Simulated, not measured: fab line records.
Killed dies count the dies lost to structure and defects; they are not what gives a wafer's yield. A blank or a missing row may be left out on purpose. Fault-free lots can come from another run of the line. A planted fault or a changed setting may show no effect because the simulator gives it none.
Lot-split experiment ; flow gf180mcu ; on a route of 602 steps: 5 lots, 23 wafers read

== THE SPLIT ==
At GF_TOP_METAL_COAT_09 (resist thk 1500 nm), the setting spin-rpm was moved away from the recipe's 3000 rpm on 7 of the 23 wafers read, by -6.4% to +7.4%. For the rest of the wafers, this setting stayed at what the recipe calls for.

== FROM THE SPLIT TO THE READING: what the file shows between them, 4 steps ==
- GF_TOP_METAL_SOFTBAKE_10: time 60 s
- GF_TOP_METAL_EXPOSE_11: exposes mask MetalTop, target cd 440 nm
- GF_TOP_METAL_PEB_12
- GF_TOP_METAL_DEVELOP_13: develop time 60 s

== THE READING ==
At GF_TOP_METAL_CD_MEAS_14: cd-nm in nanometres, against a target cd of 440 nm. Fault-free wafers of this fab line usually give 439.9 nm, standard deviation 2 nm.

wafer;tool, chamber at the split;spin-rpm as run, rpm;against the recipe;cd-nm, nm;against lot-mates on the recipe
L074.1;litho-track-03, 0;3000;recipe;437.8;-
L074.2;litho-track-03, 0;3222;+7.4%;434.1;-3.3
L074.3;litho-track-03, 0;3000;recipe;437.3;-
L074.5;litho-track-03, 0;3000;recipe;437.1;-
L074.6;litho-track-03, 0;3222;+7.4%;433.9;-3.5
L075.2;litho-track-01, 0;3000;recipe;438.6;-
L075.4;litho-track-01, 0;3000;recipe;440.1;-
L075.5;litho-track-01, 0;3000;recipe;438.8;-
L082.2;litho-track-04, 0;3000;recipe;436.1;-
L082.3;litho-track-04, 0;3000;recipe;436.1;-
L082.4;litho-track-04, 0;3000;recipe;437.2;-
L082.5;litho-track-04, 0;3000;recipe;435.2;-
L082.6;litho-track-04, 0;3000;recipe;435.7;-
L083.1;litho-track-03, 0;3000;recipe;441.0;-
L083.2;litho-track-03, 0;2828;-5.7%;444.0;+3.2
L083.3;litho-track-03, 0;3000;recipe;440.2;-
L083.4;litho-track-03, 0;2828;-5.7%;444.5;+3.7
L083.5;litho-track-03, 0;3000;recipe;441.2;-
L085.1;litho-track-01, 0;3000;recipe;438.5;-
L085.2;litho-track-01, 0;3000;recipe;440.5;-
L085.3;litho-track-01, 0;2807;-6.4%;444.3;+4.8
L085.5;litho-track-01, 0;2807;-6.4%;444.0;+4.5
L085.6;litho-track-01, 0;2807;-6.4%;442.1;+2.6

THE FIT
A straight line over all 23 wafers: cd-nm changes by -0.761 nm for each +1% of spin-rpm; r = -0.84; the points scatter about the line by 1.8 nm.
The same after taking each lot's own level away (the mean of its wafers on the recipe; 23 wafers): -0.548 nm for each +1%; r = -0.94; scatter 0.71 nm.
On that fit, the largest move of spin-rpm shifts the reading by 4.1 nm.
The lots' own levels span 436.06 to 440.80 nm, that is 2.4 times the standard deviation above.
Hence the slope depends on the lot-to-lot level, as the two fits are not the same.
Check: with one of the wafers moved furthest among these (+7.4%) left out of the fit, the line predicts -4.15 nm for it against its lot-mates. Against them it came out at -3.3 nm.

== ADDITIONAL SPLITS CARRIED BY THESE WAFERS ==
Other splits were also applied to these wafers ahead of the reading. Each is held against what the fit with the lots' levels taken away leaves over:
other split on the same wafers;wafers away from the commonest value;r with cd-nm (lot level and that fit taken away)
GF_TOP_METAL_SPUTTER_03 time-s;10;-0.25

== THE WHOLE CHAIN: every reading that the file lists as answering this split, in the file's order ==
step;what it does;reading;change (the file's fit);r (the file's)
GF_TOP_METAL_COAT_09;resist thk 1500 nm;NOVOLAK_of_TOP_METAL_COAT_09.thk-nm (the simulator's own value, which no gauge read);-7.01 nm for each +1% of the setting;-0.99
GF_TOP_METAL_CD_MEAS_14;target cd 440 nm;cd-nm;-0.545 nm for each +1% of the setting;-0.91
GF_TOP_METAL_METAL_ETCH_16;etches the open film in Cl2/BCl3, stops on SiO2, target depth 1077.5 nm, time 179.6 s;NOVOLAK_of_TOP_METAL_COAT_09.thk-nm (the simulator's own value, which no gauge read);-6.74 nm for each +1% of the setting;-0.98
GF_TOP_METAL_STRIP_17;strips in O2/N2;strip-time-to-endpoint-s;withheld for each +1% of the setting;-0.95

== FILE'S OWN FIT ==
cd-nm changes by -0.545 nm for each +1% of spin-rpm, r = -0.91.
